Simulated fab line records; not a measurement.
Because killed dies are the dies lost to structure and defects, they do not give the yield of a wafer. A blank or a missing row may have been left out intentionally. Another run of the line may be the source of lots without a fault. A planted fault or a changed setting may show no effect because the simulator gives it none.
Struck lot and sound lot, side by side || flow sky130 || 13 steps out of a route of 708
Sound: wafers L516.3, L516.5, L516.6. Struck: wafers L513.1, L513.3, L513.6. The cause is named last.
For every step that has rows: the tool of each side, followed by ch and its chambers, followed by its first start. Under that, the readings that differ: sound wafers || struck wafers || difference of the means || sigmas: that difference in standard deviations of wafers without a fault.
alike: readings with means less than 2 such deviations apart, plus words and numbers identical on both sides. not compared: withheld readings, readings lacking a value on some wafer, bounds such as >300 that could conceal the same value, and numbers that have no deviation in the record and whose values overlap.
A row with sigmas, a row that says differs or no value, or rows on one side alone: a step with any of these is where the two part. Numbers that have no deviation but don't overlap get no sigmas and don't part them. Lack of a reading on every wafer of one side parts them only where that side has two or more wafers.

first, 1 step without rows for these wafers: SKY_NWELL_IMPLANT_24.
SKY_NWELL_STRIP_25: strips in O2/N2.
  sound on plasma_asher-04 ch 0,1, day 10 18:37; struck on plasma_asher-04 ch 0,1, day 10 00:49
  alike: drypump_motor_current_A, oes_product_au, strip_time_to_endpoint_s
  not compared: rf_hours_counter_h
SKY_NWELL_TW_MEAS_26:
  sound: film_metro-03 at day 10 18:43; struck: film_metro-04 at day 10 00:55
  alike: NWELL_2_TW
then, 1 step without rows for these wafers: SKY_NWELL_CLEAN_27 (cleans in SC1/SC2, time 150 s).
SKY_NWELL_RTA_28: time 30 s.
  sound on rtp_anneal-01 ch 0, day 10 18:52; struck on rtp_anneal-02 ch 0, day 10 01:01
  alike: chamber_o2_ppm, lamp_power_pct, wafer_temp_C_max
SKY_NWELL_RS_MEAS_29: uses a four-point probe to measure.
  sound: film_metro-04 at day 10 19:02; struck: film_metro-03 at day 10 01:07
  alike: NWELL_RS
SKY_NWELL_RS_MEAS_31: uses a four-point probe to measure.
  sound: film_metro-04 at day 10 19:17; struck: film_metro-03 at day 10 01:22
{"reading": "PWDE_RS (ohm/sq)", "sound": "5243 5235 5250", "struck": "5281 5273 5305", "difference": "+44", "sigmas": "+3"}
then, 4 steps without rows for these wafers: SKY_VT_ADJUST_HVTP_DEHYDRATE_00 (time 60 s); SKY_VT_ADJUST_HVTP_HMDS_01 (prime time 60 s); SKY_VT_ADJUST_HVTP_COAT_02 (resist thk 1140 nm); SKY_VT_ADJUST_HVTP_SOFTBAKE_03 (time 60 s).
SKY_VT_ADJUST_HVTP_EXPOSE_04: exposes mask HVTPM, target cd 380 nm.
  struck on iline_stepper-02, day 10 12:20; sound on iline_stepper-02 ch 0, day 11 07:05
  no value came back on the struck wafers for exposure_dose_mJ_cm2, focus_offset_nm (nm), reticle_temp_C (C), sigma_outer; on the sound wafers exposure_dose_mJ_cm2 reads 140.11 140.00 140.26
  alike: mask
following that, these wafers have no rows for 1 step: SKY_VT_ADJUST_HVTP_PEB_05.

WHERE THEY PART
Earliest at SKY_NWELL_RS_MEAS_31; latest, in this record, at SKY_VT_ADJUST_HVTP_EXPOSE_04.

WHY: whatever the simulator had introduced
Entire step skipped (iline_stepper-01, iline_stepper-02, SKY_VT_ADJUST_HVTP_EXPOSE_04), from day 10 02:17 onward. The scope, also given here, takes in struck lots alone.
